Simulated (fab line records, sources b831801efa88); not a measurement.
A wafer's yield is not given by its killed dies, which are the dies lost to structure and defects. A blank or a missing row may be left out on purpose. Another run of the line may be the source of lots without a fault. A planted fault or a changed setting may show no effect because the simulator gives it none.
fab line records	flow sky130
record: lots: 11	wafers: 33	last_day: 50
route steps=708 shown POLY_GATE@229 LDD_N@245 LDD_P@265 PAD_OPEN@708
lots with no fault: from the same line, run without faults
start_h: start of the lot's first displayed wafer, in hours after the record's first day	wait_h: hours since the lot's step before	" as in the row above	L1.1+2: a row that stands for several wafers	- no value, or no start given	* or withheld: withheld	< > ~ a bound
route shown NAME@n: names a module that has steps shown in the file, with the first one's number in the route	usual: mean/standard deviation taken from wafers without a fault	same: alike in all rows	chamber/n: place in a boat	sites: readings site by site	_std_site: standard deviation across them	_edge_site: the outer-site mean with the inner-site mean subtracted	radius_mm: how far each site lies from the wafer's centre	mask NAME#n: copy n	behind: tool/chamber where the wafer was last shaped	hold: what put the lot on hold/how long, in hours/how the hold closed	device: the n, p or np transistor that did not switch	end of line: at the end of the route, the tests of the same wafers	for a step that has no rows: nothing shown but its recipe	killed: dies that structure and defects cost at the first sort, which is not the same as the wafer's yield	map: shows each die of a wafer: x if killed, . if not, _ if none is there
set.NAME: the setting as run; set.NAME@STEP: as run at that earlier step	model.NAME: the simulator's own value behind a step, which no gauge read
steps of the route over a sample of lots; a table a step, a row a wafer
services: when a tool's chamber went out of use (start_h, in hours from the record's first day, below 0 if earlier), for how many hours, and the reason
== steps ==
step: SKY_POLY_GATE_ETCH_15
recipe: chemistry: N2/H2	target: BARC	ion_energy_ev: 200	source_w: 500	bias_w: 100	pressure_mtorr: 30.99	n2_flow_sccm: 100	h2_flow_sccm: 200	stop_on: SiO2	time_s: 118.5	target_depth_a: 1100
usual: drypump_motor_current_A: 5.5/0.32	oes_product_au: 0.716/0.0047	throttle_valve_pct: 12.967/0.0095
lot.wafer	tool	chamber	start_h	wait_h	drypump_motor_current_A	oes_product_au	rf_hours_counter_h	throttle_valve_pct
L308.1	rie_diel-04	1	374.57	0.0	5.7	0.719	107	12.954
L308.4	"	0	"	"	5.5	0.711	45	12.959
L308.6	"	0	"	"	5.5	0.723	-	12.967
L312.2	rie_diel-03	2	407.47	0.0	5.5	0.721	82	12.965
L312.5	"	3	"	"	5.9	0.710	-	12.983
L312.6	"	0	"	"	4.9	0.720	-	12.970
L314.1	rie_diel-02	3	422.52	0.0	5.3	0.717	21	12.969
L314.3	"	0	"	"	5.6	0.709	11	12.985
L314.5	"	2	"	"	5.6	0.721	-	12.980
L316.1	rie_diel-02	0	465.47	0.0	5.6	0.717	12	12.959
L316.5	"	2	"	"	5.6	0.718	-	12.961
L316.6	"	1	"	"	5.9	0.713	-	12.973
L319.1	rie_diel-03	0	466.93	0.0	4.9	0.714	64	12.969
L319.4	"	2	"	"	5.6	0.726	83	12.953
L319.6	"	2	"	"	5.6	0.720	-	12.970
L317.1	rie_diel-02	1	467.28	0.0	6.0	0.717	33	12.972
L317.3	"	0	"	"	5.6	0.707	12	12.972
L317.6	"	3	"	"	5.4	0.713	-	12.948
L321.1	rie_diel-02	0	493.22	0.0	5.6	0.716	12	12.952
L321.2	"	3	"	"	5.3	0.711	22	12.970
L321.6	"	3	"	"	5.3	0.718	-	12.968
L322.2	rie_diel-04	3	508.61	0.0	5.8	0.717	77	12.959
L322.5	"	2	"	"	5.0	0.720	-	12.966
L322.6	"	3	"	"	5.8	0.704	-	12.976
L326.2	rie_diel-02	3	535.72	0.0	5.3	0.720	23	12.982
L326.5	"	0	"	"	5.6	0.720	-	12.961
L326.6	"	3	"	"	5.4	0.718	-	12.972
L330.2	rie_diel-02	0	563.72	0.0	5.6	0.720	14	12.956
L330.4	"	1	"	"	5.9	0.714	35	12.969
L330.6	"	3	"	"	5.3	0.720	-	12.964
L331.2	rie_diel-04	3	568.07	0.0	5.8	0.725	78	12.969
L331.3	"	2	"	"	5.0	0.711	5	12.993
L331.6	"	2	"	"	5.0	0.713	-	12.961
step: SKY_POLY_GATE_ETCH_17
recipe: target_depth_nm: 180	stop_on: SiO2	over_etch_frac: 0.56667	chemistry: HBr/Cl2	target: poly-Si	icp_w: 400	bias_w: 100	pressure_mtorr: 10	HBr_flow_sccm: 150	Cl2_flow_sccm: 50	time_s: 70.5
usual: drypump_motor_current_A: 5.8/0.38	he_backside_leak_sccm: 2.66/0.26	oes_product_au: 0.983/0.0077	throttle_valve_pct: 33.684/0.0091
lot.wafer	tool	chamber	start_h	wait_h	drypump_motor_current_A	he_backside_leak_sccm	oes_product_au	rf_hours_counter_h	throttle_valve_pct
L308.1	rie_si-01	0	374.76	0.0	5.8	2.95	0.970	1.3	33.674
L308.4	"	2	"	"	5.1	2.26	0.981	0.0	33.688
L308.6	"	3	"	"	6.1	2.75	0.993	-	33.701
L312.2	rie_si-02	2	407.66	0.0	5.8	2.52	0.981	1.3	33.686
L312.5	"	1	"	"	6.5	2.46	0.989	-	33.684
L312.6	"	2	"	"	5.8	2.57	0.983	-	33.680
L314.1	rie_si-01	2	422.71	0.0	5.1	2.44	0.988	0.4	33.684
L314.3	"	1	"	"	5.8	2.96	0.988	1.4	33.696
L314.5	"	1	"	"	5.8	2.95	0.990	-	33.691
L316.1	rie_si-02	3	465.66	0.0	6.1	2.42	0.979	2.0	33.686
L316.5	"	0	"	"	6.0	2.89	0.976	-	33.675
L316.6	"	3	"	"	6.1	2.35	0.980	-	33.690
L319.1	rie_si-02	0	467.11	0.0	6.0	2.85	0.990	1.6	33.687
L319.4	"	2	"	"	5.8	2.51	0.990	1.7	33.681
L319.6	"	2	"	"	5.8	2.57	0.982	-	33.683
L317.1	rie_si-01	3	467.46	0.0	6.1	2.67	0.981	3.6	33.689
L317.3	"	2	"	"	5.1	2.62	0.975	0.8	33.692
L317.6	"	1	"	"	5.8	2.80	0.977	-	33.672
L321.1	rie_si-02	3	493.41	0.0	6.1	2.32	0.993	2.1	33.685
L321.2	"	0	"	"	6.0	2.50	0.989	1.7	33.685
L321.6	"	2	"	"	5.9	2.27	0.983	-	33.677
L322.2	rie_si-01	1	508.79	0.0	5.8	2.89	0.980	1.9	33.689
L322.5	"	0	"	"	5.8	2.93	0.977	-	33.679
L322.6	"	1	"	"	5.8	2.93	0.989	-	33.692
L326.2	rie_si-01	1	535.91	0.0	5.8	2.76	0.996	2.0	33.689
L326.5	"	0	"	"	5.8	2.90	0.971	-	33.678
L326.6	"	1	"	"	5.8	2.95	0.991	-	33.692
L330.2	rie_si-01	1	563.91	0.0	5.8	2.96	0.986	2.1	33.678
L330.4	"	2	"	"	5.1	2.40	0.975	1.1	33.685
L330.6	"	1	"	"	5.8	2.97	0.982	-	33.695
L331.2	rie_si-02	3	568.26	0.0	6.1	2.29	0.989	2.4	33.685
L331.3	"	0	"	"	6.0	2.63	0.978	2.0	33.690
L331.6	"	3	"	"	6.1	2.34	0.986	-	33.693
step: SKY_LDD_N_IMPLANT_08
recipe: species: As	energy_kev: 20	dose_cm2: 7.5e+13	tilt_deg: withheld	rotation_deg: 23
usual: dose_ions_cm2: 7.501e+13/7.8e+10
lot.wafer	tool	chamber	start_h	wait_h	dose_ions_cm2
L308.1	implanter-01	0	404.82	0.0	7.512e+13
L308.4	"	0	"	"	7.519e+13
L308.6	"	0	"	"	7.507e+13
L312.2	implanter-02	0	445.08	0.0	7.502e+13
L312.5	"	0	"	"	7.506e+13
L312.6	"	0	"	"	7.501e+13
L312.2	implanter-02	0	445.40	0.3	7.501e+13
L312.5	"	0	"	"	7.506e+13
L312.6	"	0	"	"	7.51e+13
L314.1	implanter-04	0	458.27	0.0	7.493e+13
L314.3	"	0	"	"	7.493e+13
L314.5	"	0	"	"	7.489e+13
L316.1	implanter-01	0	498.31	0.0	7.497e+13
L316.5	"	0	"	"	7.486e+13
L316.6	"	0	"	"	7.504e+13
L316.1	implanter-01	0	498.63	0.3	7.509e+13
L316.5	"	0	"	"	7.5e+13
L316.6	"	0	"	"	7.504e+13
L317.1	implanter-04	0	500.12	0.0	7.509e+13
L317.3	"	0	"	"	7.522e+13
L317.6	"	0	"	"	7.51e+13
L319.1	implanter-02	0	500.30	0.0	7.501e+13
L319.4	"	0	"	"	7.488e+13
L319.6	"	0	"	"	7.5e+13
L319.1	implanter-02	0	500.62	0.3	7.506e+13
L319.4	"	0	"	"	7.491e+13
L319.6	"	0	"	"	7.5e+13
L321.1	implanter-04	0	524.96	0.0	7.509e+13
L321.2	"	0	"	"	7.511e+13
L321.6	"	0	"	"	7.513e+13
L322.2	implanter-02	0	541.44	0.0	7.499e+13
L322.5	"	0	"	"	7.512e+13
L322.6	"	0	"	"	7.504e+13
L326.2	implanter-02	0	566.93	0.0	7.504e+13
L326.5	"	0	"	"	7.505e+13
L326.6	"	0	"	"	7.5e+13
L330.2	implanter-01	0	595.13	0.0	7.503e+13
L330.4	"	0	"	"	7.508e+13
L330.6	"	0	"	"	7.499e+13
L331.2	implanter-02	0	599.78	0.0	7.493e+13
L331.3	"	0	"	"	7.488e+13
L331.6	"	0	"	"	7.494e+13
step: SKY_LDD_N_STRIP_16
recipe: chemistry: O2/N2	power_w: 1400	pressure_mtorr: 1500	platen_temp_c: withheld	o2_flow_sccm: 3000	n2_flow_sccm: 300	overash_fraction: 0.5
usual: drypump_motor_current_A: 5.6/0.54	oes_product_au: 0.407/0.0046	strip_time_to_endpoint_s: 4.319/0.015
lot.wafer	tool	chamber	start_h	wait_h	drypump_motor_current_A	oes_product_au	rf_hours_counter_h	strip_time_to_endpoint_s
L308.1	plasma_asher-03	1	406.02	0.1	5.9	0.407	30	4.346
L308.4	"	0	"	"	5.0	0.405	-	4.328
L308.6	"	1	"	"	5.9	0.408	-	4.324
L312.2	plasma_asher-04	1	446.68	0.2	5.2	0.414	59	4.501
L312.5	"	1	"	"	5.2	0.406	-	4.527
L312.6	"	0	"	"	5.6	0.413	-	4.514
L314.1	plasma_asher-04	1	459.47	0.1	5.1	0.405	60	4.294
L314.3	"	0	"	"	5.7	0.402	-	4.324
L314.5	"	1	"	"	5.2	0.406	-	4.300
L316.1	plasma_asher-02	0	499.83	0.1	6.8	0.399	6	4.504
L316.5	"	0	"	"	6.8	0.404	-	4.511
L316.6	"	1	"	"	5.3	0.408	-	4.531
L317.1	plasma_asher-03	0	501.32	0.1	5.0	0.411	39	4.311
L317.3	"	1	"	"	5.9	0.410	-	4.323
L317.6	"	1	"	"	5.9	0.408	-	4.337
L319.1	plasma_asher-02	1	501.95	0.1	5.3	0.413	7	4.522
L319.4	"	1	"	"	5.3	0.412	-	4.527
L319.6	"	0	"	"	6.8	0.411	-	4.529
L321.1	plasma_asher-03	0	526.16	0.1	5.0	0.409	42	4.333
L321.2	"	1	"	"	5.9	0.401	42	4.325
L321.6	"	1	"	"	5.9	0.408	-	4.322
L322.2	plasma_asher-04	0	542.62	0.1	5.6	0.405	69	4.300
L322.5	"	0	"	"	5.6	0.407	-	4.321
L322.6	"	1	"	"	5.1	0.405	-	4.329
L326.2	plasma_asher-02	1	568.11	0.1	5.3	0.400	14	4.297
L326.5	"	0	"	"	6.7	0.411	-	4.304
L326.6	"	1	"	"	5.3	0.399	-	4.279
L330.2	plasma_asher-04	1	596.30	0.1	5.1	0.411	75	4.319
L330.4	"	0	"	"	5.6	0.408	-	4.334
L330.6	"	0	"	"	5.6	0.411	-	4.329
L331.2	plasma_asher-03	0	600.95	0.1	5.1	0.407	50	4.327
L331.3	"	0	"	"	5.1	0.411	-	4.331
L331.6	"	0	"	"	5.1	0.402	-	4.333
step: SKY_LDD_P_STRIP_10
recipe: chemistry: O2/N2	power_w: 1400	pressure_mtorr: 1500	platen_temp_c: withheld	o2_flow_sccm: 3000	n2_flow_sccm: 300	overash_fraction: 0.5
usual: drypump_motor_current_A: 5.4/0.35	oes_product_au: 0.716/0.0049	strip_time_to_endpoint_s: 14.20/0.04
lot.wafer	tool	chamber	start_h	wait_h	drypump_motor_current_A	oes_product_au	rf_hours_counter_h	strip_time_to_endpoint_s
L308.1	plasma_asher-04	0	435.49	0.1	5.7	0.708	58	14.16
L308.4	"	1	"	"	5.2	0.724	-	14.17
L308.6	"	0	"	"	5.6	0.719	-	14.16
L312.2	plasma_asher-04	1	476.12	0.1	5.2	0.717	62	14.23
L312.5	"	1	"	"	5.2	0.722	-	14.23
L312.6	"	0	"	"	5.6	0.719	-	14.22
L314.1	plasma_asher-01	0	490.04	0.1	4.9	0.723	82	14.27
L314.3	"	0	"	"	4.9	0.713	-	14.24
L314.5	"	0	"	"	4.9	0.718	-	14.21
L316.1	plasma_asher-03	1	530.49	0.1	5.9	0.716	42	14.18
L316.5	"	1	"	"	5.9	0.708	-	14.24
L316.6	"	0	"	"	5.1	0.714	-	14.24
L317.1	plasma_asher-01	1	531.77	0.1	5.6	0.709	86	14.24
L317.3	"	0	"	"	4.9	0.712	-	14.24
L317.6	"	1	"	"	5.7	0.717	-	14.23
L319.1	plasma_asher-04	1	531.92	0.1	5.2	0.721	68	14.11
L319.4	"	1	"	"	5.1	0.717	-	14.15
L319.6	"	0	"	"	5.6	0.711	-	14.12
L321.1	plasma_asher-03	1	556.54	0.1	5.9	0.714	44	14.20
L321.2	"	0	"	"	5.1	0.709	44	14.18
L321.6	"	1	"	"	5.9	0.713	-	14.23
L322.2	plasma_asher-01	0	572.24	0.1	4.9	0.719	89	14.15
L322.5	"	0	"	"	4.9	0.715	-	14.14
L322.6	"	1	"	"	5.7	0.715	-	14.18
L326.2	plasma_asher-01	1	598.07	0.1	5.6	0.714	92	14.20
L326.5	"	0	"	"	4.9	0.721	-	14.22
L326.6	"	1	"	"	5.6	0.718	-	14.21
L330.2	plasma_asher-03	1	624.72	0.1	5.9	0.714	52	14.19
L330.4	"	0	"	"	5.1	0.703	-	14.18
L330.6	"	0	"	"	5.0	0.711	-	14.16
L331.2	plasma_asher-04	0	630.02	0.1	5.7	0.712	78	14.20
L331.3	"	1	"	"	5.1	0.716	-	14.20
L331.6	"	1	"	"	5.2	0.718	-	14.19
step: SKY_PAD_OPEN_PROBE_99
usual: killed_at_M0_to_M3: 43/7.2	killed_at_M4_up: 3.5/2	killed_at_contacts: 24/5.2	killed_at_front_end: 15/4.4	killed_at_other: 0.2/0.48	killed_dies: 85/9.4	killed_open: 46/7.3	killed_short: 39/6.1
same: gross_dies: 492	killed_at_back_side: 0
lot.wafer	tool	chamber	start_h	wait_h	killed_at_M0_to_M3	killed_at_M4_up	killed_at_contacts	killed_at_front_end	killed_at_other	killed_dies	killed_open	killed_short
L308.1	prober-02	-	1081.22	0.1	51	4	27	12	0	94	52	42
L308.4	prober-02	-	1081.37	0.2	35	2	32	15	0	84	50	33
L308.6	prober-02	-	1081.47	0.2	46	1	22	15	0	84	42	42
L312.2	prober-02	-	1102.27	0.1	50	4	19	12	0	85	44	41
L312.5	prober-02	-	1102.42	0.2	46	4	18	19	1	88	48	40
L312.6	prober-02	-	1102.47	0.2	46	3	12	17	0	78	36	42
L314.1	prober-01	-	1116.08	0.1	50	4	17	14	0	85	47	37
L314.3	prober-01	-	1116.18	0.2	43	8	20	10	2	83	45	38
L314.5	prober-01	-	1116.28	0.2	42	5	28	16	0	91	44	45
L317.1	prober-01	-	1125.65	0.1	36	2	34	17	0	89	55	34
L317.3	prober-01	-	1125.75	0.2	37	4	25	13	0	79	36	40
L317.6	prober-01	-	1125.90	0.2	42	5	32	13	1	93	49	43
L316.1	prober-01	-	1127.15	0.1	49	1	21	13	0	84	44	40
L316.5	prober-01	-	1127.35	0.2	44	3	16	14	0	77	33	44
L316.6	prober-01	-	1127.40	0.2	47	1	16	14	0	78	41	37
L319.1	prober-02	-	1127.15	0.1	35	4	22	18	0	79	42	37
L319.4	prober-02	-	1127.30	0.2	40	2	29	10	1	82	41	41
L319.6	prober-02	-	1127.40	0.2	29	0	21	14	0	64	34	30
L321.1	prober-02	-	1153.69	0.1	38	2	25	8	0	73	40	33
L321.2	prober-02	-	1153.74	0.1	48	4	19	13	1	85	37	48
L321.6	prober-02	-	1153.94	0.2	51	2	25	14	0	92	52	40
L322.2	prober-01	-	1163.24	0.1	39	5	17	10	1	72	38	34
L322.5	prober-01	-	1163.39	0.2	45	2	26	16	0	89	47	42
L322.6	prober-01	-	1163.44	0.2	58	1	20	12	0	91	56	35
L326.2	prober-01	-	1172.40	0.1	40	7	30	9	0	86	45	40
L326.5	prober-01	-	1172.55	0.2	48	2	20	12	0	82	48	34
L326.6	prober-01	-	1172.60	0.2	32	2	16	9	0	59	28	31
L330.2	prober-01	-	1197.73	0.1	32	3	29	21	0	85	37	48
L330.4	prober-01	-	1197.83	0.2	44	2	32	19	0	97	53	44
L330.6	prober-01	-	1197.93	0.2	49	5	19	14	1	88	48	40
L331.2	prober-02	-	1199.09	0.1	48	6	21	22	0	97	45	52
L331.3	prober-02	-	1199.14	0.2	47	2	23	20	0	92	43	47
L331.6	prober-02	-	1199.29	0.2	50	5	20	19	0	94	45	49
killed by level:class
L308.1 VIA1:geometric_particle:open=13 VIA3:geometric_particle:open=10 METAL1:geometric_particle:short=9 LI_CONTACT:geometric_particle:open=8 CONTACT:geometric_particle:open=8 VIA1:geometric_particle:short=7 LOCAL_INTERCONNECT:geometric_particle:short=5 VIA2:geometric_particle:open=4
L308.4 CONTACT:geometric_particle:open=12 LI_CONTACT:geometric_particle:open=8 VIA1:geometric_particle:open=8 VIA3:geometric_particle:open=8 FIELD_ISO:geometric_particle:short=5 CONTACT:geometric_particle:short=4 VIA1:geometric_particle:short=4 METAL2:geometric_particle:short=4
L308.6 VIA1:geometric_particle:open=13 LI_CONTACT:geometric_particle:open=8 METAL2:geometric_particle:short=7 LOCAL_INTERCONNECT:geometric_particle:short=5 METAL1:geometric_particle:short=5 VIA3:geometric_particle:open=5 FIELD_ISO:geometric_particle:short=4 VIA2:geometric_particle:open=4
L312.2 VIA1:geometric_particle:open=13 METAL1:geometric_particle:short=9 CONTACT:geometric_particle:open=7 VIA3:geometric_particle:open=7 VIA2:geometric_particle:open=6 POLY_GATE:geometric_particle:short=5 LI_CONTACT:geometric_particle:short=5 FIELD_ISO:geometric_particle:short=4
L312.5 CONTACT:geometric_particle:open=10 VIA2:geometric_particle:open=9 METAL2:geometric_particle:short=7 VIA1:geometric_particle:open=7 POLY_GATE:geometric_particle:short=6 VIA3:geometric_particle:open=6 FIELD_ISO:geometric_particle:open=5 METAL1:geometric_particle:short=5
L312.6 VIA1:geometric_particle:open=9 VIA2:geometric_particle:open=7 METAL1:geometric_particle:short=7 POLY_GATE:geometric_particle:open=6 METAL2:geometric_particle:short=6 FIELD_ISO:geometric_particle:short=5 LI_CONTACT:geometric_particle:short=4 VIA2:geometric_particle:short=4
L314.1 VIA1:geometric_particle:open=11 CONTACT:geometric_particle:open=9 VIA2:geometric_particle:open=9 METAL1:geometric_particle:short=7 METAL2:geometric_particle:short=7 FIELD_ISO:geometric_particle:open=5 VIA1:geometric_particle:short=5 FIELD_ISO:geometric_particle:short=4
L314.3 CONTACT:geometric_particle:open=10 VIA1:geometric_particle:open=9 LI_CONTACT:geometric_particle:open=6 VIA3:geometric_particle:open=6 METAL1:geometric_particle:short=5 VIA1:geometric_particle:short=5 METAL2:geometric_particle:short=5 METAL4:geometric_particle:short=5
L314.5 CONTACT:geometric_particle:open=9 VIA1:geometric_particle:short=8 CONTACT:geometric_particle:short=7 METAL1:geometric_particle:short=7 LI_CONTACT:geometric_particle:open=6 VIA3:geometric_particle:open=6 POLY_GATE:geometric_particle:open=5 VIA2:geometric_particle:open=5
L317.1 CONTACT:geometric_particle:open=15 LI_CONTACT:geometric_particle:open=11 VIA2:geometric_particle:open=9 VIA1:geometric_particle:open=8 FIELD_ISO:geometric_particle:short=7 METAL2:geometric_particle:short=5 VIA3:geometric_particle:open=4 POLY_GATE:geometric_particle:short=3
L317.3 CONTACT:geometric_particle:short=9 METAL1:geometric_particle:short=8 CONTACT:geometric_particle:open=7 VIA1:geometric_particle:open=6 VIA2:geometric_particle:open=5 FIELD_ISO:geometric_particle:short=4 LI_CONTACT:geometric_particle:short=3 POLY_GATE:geometric_particle:short=3
L317.6 CONTACT:geometric_particle:open=12 LI_CONTACT:geometric_particle:open=8 VIA2:geometric_particle:open=8 METAL1:geometric_particle:short=7 VIA1:geometric_particle:open=7 VIA1:geometric_particle:short=5 LI_CONTACT:geometric_particle:short=4 CONTACT:geometric_particle:short=4
L316.1 VIA1:geometric_particle:open=9 CONTACT:geometric_particle:open=9 VIA1:geometric_particle:short=9 VIA3:geometric_particle:open=7 LI_CONTACT:geometric_particle:open=6 METAL1:geometric_particle:short=6 VIA2:geometric_particle:short=6 VIA2:geometric_particle:open=5
L319.1 VIA1:geometric_particle:open=7 FIELD_ISO:geometric_particle:short=5 LI_CONTACT:geometric_particle:short=5 LI_CONTACT:geometric_particle:open=5 CONTACT:geometric_particle:open=5 VIA3:geometric_particle:open=5 VIA3:geometric_particle:short=5 FIELD_ISO:geometric_particle:open=4
L319.4 LI_CONTACT:geometric_particle:open=11 CONTACT:geometric_particle:open=7 VIA3:geometric_particle:short=6 VIA1:geometric_particle:open=6 VIA2:geometric_particle:open=6 VIA1:geometric_particle:short=5 CONTACT:geometric_particle:short=4 METAL1:geometric_particle:short=4
L316.5 METAL1:geometric_particle:short=8 VIA1:geometric_particle:open=8 METAL2:geometric_particle:short=7 CONTACT:geometric_particle:open=6 VIA2:geometric_particle:open=5 FIELD_ISO:geometric_particle:short=4 POLY_GATE:geometric_particle:short=4 VIA2:geometric_particle:short=4
L316.6 VIA1:geometric_particle:open=11 CONTACT:geometric_particle:open=7 METAL1:geometric_particle:short=6 VIA2:geometric_particle:open=6 FIELD_ISO:geometric_particle:short=5 LI_CONTACT:geometric_particle:open=5 VIA3:geometric_particle:open=5 METAL2:geometric_particle:short=5
L319.6 LI_CONTACT:geometric_particle:open=8 CONTACT:geometric_particle:open=8 METAL1:geometric_particle:short=5 FIELD_ISO:geometric_particle:short=4 VIA2:geometric_particle:open=4 VIA3:geometric_particle:open=4 CONTACT:geometric_particle:short=3 VIA1:geometric_particle:short=3
L321.1 CONTACT:geometric_particle:open=11 VIA1:geometric_particle:open=11 METAL1:geometric_particle:short=5 CONTACT:geometric_particle:short=5 VIA1:geometric_particle:short=5 LI_CONTACT:geometric_particle:open=4 LOCAL_INTERCONNECT:geometric_particle:short=4 VIA3:geometric_particle:open=4
L321.2 METAL1:geometric_particle:short=13 VIA1:geometric_particle:open=11 LI_CONTACT:geometric_particle:open=7 METAL2:geometric_particle:short=7 VIA1:geometric_particle:short=6 POLY_GATE:geometric_particle:short=5 CONTACT:geometric_particle:open=5 FIELD_ISO:geometric_particle:short=3
L321.6 VIA1:geometric_particle:open=10 VIA1:geometric_particle:short=9 CONTACT:geometric_particle:open=8 LI_CONTACT:geometric_particle:open=7 VIA3:geometric_particle:open=7 VIA2:geometric_particle:open=6 FIELD_ISO:geometric_particle:short=4 LOCAL_INTERCONNECT:geometric_particle:short=4
L322.2 VIA1:geometric_particle:open=9 CONTACT:geometric_particle:open=7 LOCAL_INTERCONNECT:geometric_particle:short=6 METAL1:geometric_particle:short=5 METAL2:geometric_particle:short=5 VIA2:geometric_particle:open=5 POLY_GATE:geometric_particle:open=4 VIA3:geometric_particle:open=4
L322.5 VIA1:geometric_particle:open=9 LI_CONTACT:geometric_particle:open=8 CONTACT:geometric_particle:open=7 VIA1:geometric_particle:short=7 VIA3:geometric_particle:open=7 POLY_GATE:geometric_particle:open=5 CONTACT:geometric_particle:short=5 FIELD_ISO:geometric_particle:short=4
L322.6 VIA1:geometric_particle:open=20 VIA3:geometric_particle:open=9 CONTACT:geometric_particle:open=7 CONTACT:geometric_particle:short=6 VIA2:geometric_particle:open=6 FIELD_ISO:geometric_particle:short=5 METAL1:geometric_particle:short=5 VIA1:geometric_particle:short=4
L326.2 CONTACT:geometric_particle:open=13 VIA1:geometric_particle:open=12 LI_CONTACT:geometric_particle:open=8 METAL2:geometric_particle:short=7 CONTACT:geometric_particle:short=6 METAL1:geometric_particle:short=5 FIELD_ISO:geometric_particle:short=3 VIA1:geometric_particle:short=3
L326.5 CONTACT:geometric_particle:open=11 VIA1:geometric_particle:open=8 VIA2:geometric_particle:open=7 VIA3:geometric_particle:short=6 FIELD_ISO:geometric_particle:open=5 VIA1:geometric_particle:short=5 VIA3:geometric_particle:open=5 METAL2:geometric_particle:short=4
L326.6 CONTACT:geometric_particle:open=7 VIA2:geometric_particle:open=6 VIA1:geometric_particle:open=5 CONTACT:geometric_particle:short=4 METAL2:geometric_particle:short=4 VIA3:geometric_particle:open=4 LI_CONTACT:geometric_particle:open=3 METAL1:geometric_particle:short=3
L330.2 CONTACT:geometric_particle:open=10 POLY_GATE:geometric_particle:short=8 LI_CONTACT:geometric_particle:open=8 VIA1:geometric_particle:short=7 VIA1:geometric_particle:open=7 FIELD_ISO:geometric_particle:short=4 LOCAL_INTERCONNECT:geometric_particle:short=4 CONTACT:geometric_particle:short=4
L330.4 VIA1:geometric_particle:open=14 CONTACT:geometric_particle:short=9 CONTACT:geometric_particle:open=9 VIA3:geometric_particle:open=8 LI_CONTACT:geometric_particle:open=7 VIA1:geometric_particle:short=7 FIELD_ISO:geometric_particle:short=6 FIELD_ISO:geometric_particle:open=4
L330.6 VIA1:geometric_particle:open=11 CONTACT:geometric_particle:open=10 VIA2:geometric_particle:open=8 VIA3:geometric_particle:open=7 METAL1:geometric_particle:short=6 METAL3:geometric_particle:short=6 VIA1:geometric_particle:short=5 FIELD_ISO:geometric_particle:open=4
L331.2 CONTACT:geometric_particle:open=11 METAL1:geometric_particle:short=11 VIA1:geometric_particle:open=9 VIA2:geometric_particle:short=8 POLY_GATE:geometric_particle:short=6 FIELD_ISO:geometric_particle:open=5 LI_CONTACT:geometric_particle:open=4 METAL4:geometric_particle:short=4
L331.3 VIA1:geometric_particle:open=8 VIA1:geometric_particle:short=7 CONTACT:geometric_particle:open=7 METAL1:geometric_particle:short=7 POLY_GATE:geometric_particle:short=6 METAL2:geometric_particle:short=6 CONTACT:geometric_particle:short=5 VIA2:geometric_particle:open=5
L331.6 VIA1:geometric_particle:open=10 POLY_GATE:geometric_particle:open=8 VIA3:geometric_particle:open=7 CONTACT:geometric_particle:open=6 POLY_GATE:geometric_particle:short=5 METAL1:geometric_particle:short=5 METAL2:geometric_particle:short=5 VIA2:geometric_particle:short=5
== services ==
tool	chamber	start_h	hours	kind
plasma_asher-02	-	353.17	1.4	repair
rie_si-02	0	380.52	4.0	repair
implanter-04	-	385.70	3.9	repair
implanter-04	-	387.98	1.7	repair
rie_diel-04	2	389.03	2.0	repair
rie_si-02	2	398.14	2.8	repair
rie_si-01	0	404.90	1.7	repair
rie_si-01	-	414.44	2.8	pm
implanter-04	-	418.89	2.5	pm
plasma_asher-02	-	421.25	9.0	pm
plasma_asher-03	-	444.97	2.4	repair
implanter-01	-	458.98	1.2	repair
plasma_asher-03	-	470.61	2.8	pm
rie_diel-02	-	496.01	1.0	repair
plasma_asher-04	-	503.49	2.8	pm
rie_si-01	2	513.61	6.5	repair
plasma_asher-01	-	556.40	12.4	pm
rie_si-01	-	567.09	0.3	repair
rie_diel-02	-	568.63	2.8	pm
implanter-02	-	583.59	3.6	pm
rie_diel-02	3	608.81	5.7	repair
rie_si-02	2	612.38	4.9	repair
implanter-01	-	622.45	2.4	pm
rie_si-01	3	624.83	2.4	repair
== key ==
first_sign: step: SKY_LDD_N_IMPLANT_08	reading: visit	direction: added
effect: step: SKY_LDD_N_STRIP_16	reading: strip_time_to_endpoint_s	direction: up	sigmas: 13	usual: *	struck: *
met_at SKY_LDD_N_IMPLANT_08
struck_lots L312,L316,L319
tester_left_out L312,L316,L319
not_acting_at SKY_POLY_GATE_ETCH_15,SKY_POLY_GATE_ETCH_17,SKY_LDD_P_STRIP_10
fault: kind: repeated_step_whole	tool: implanter-01,implanter-02,implanter-04	chamber: -	onset_h: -	steps: SKY_LDD_N_IMPLANT_08	times: 1	scope: struck_lots_only
tester_left_out: of these lots the tester's yield and bins aren't shown, on N5 and GAA mostly nor the transistor test; their killed dies are dies lost to structure and defects alone, not to doping, threshold or leakage, so they don't give the yield
